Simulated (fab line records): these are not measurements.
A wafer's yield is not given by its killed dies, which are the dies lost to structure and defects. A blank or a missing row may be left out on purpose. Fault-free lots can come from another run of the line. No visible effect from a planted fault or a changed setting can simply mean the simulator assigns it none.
Chamber matching -- flow gf180mcu -- 4 sister chambers for GF_POLY_GATE_ETCH_13 on rie_si-01
The step etches poly-Si in HBr/Cl2, stops on SiO2, target depth 198.5 nm, time 69.6 s. 4 wafers are shown with their chamber, then 8 later ones without.

## WAFERS PAIRED WITH THEIR CHAMBERS
wafer,chamber,drypump_motor_current_A (A)
L655.2,1,6.0
L655.4,0,5.5
L655.5,2,4.9
L657.2,3,6.0

## WAFERS MISSING THEIR CHAMBER
wafer,drypump_motor_current_A (A)
L657.3,6.1
L657.6,5.6
L658.1,6.0
L658.3,5.5
L658.6,6.0
L670.1,4.9
L670.4,5.6
L670.5,6.0

## WHICH CHAMBER EACH WENT THROUGH
wafer,from the rows above,in truth
L657.3,can't be placed: 1 or 3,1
L657.6,0,0
L658.1,can't be placed: 1 or 3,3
L658.3,0,0
L658.6,can't be placed: 1 or 3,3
L670.1,2,2
L670.4,0,0
L670.5,can't be placed: 1 or 3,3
Correct placement for 4 of the 8. From these rows, 4 cannot be placed; in 4 the true chamber is one of the candidates. 0 placed wrongly.
How it was worked out, from the rows above alone: a wafer's distance from a chamber is the root of the sum, over the readings, of the square of ((its reading less the chamber's mean) divided by the reading's scatter). If the next closest chamber is less than 2 further off than the closest, the wafer can't be placed; otherwise it belongs to the closest. The mean given for a chamber averages the wafers shown for that chamber. The scatter: root of mean squared gap, hidden wafer to nearest shown wafer, with one shown wafer a chamber.
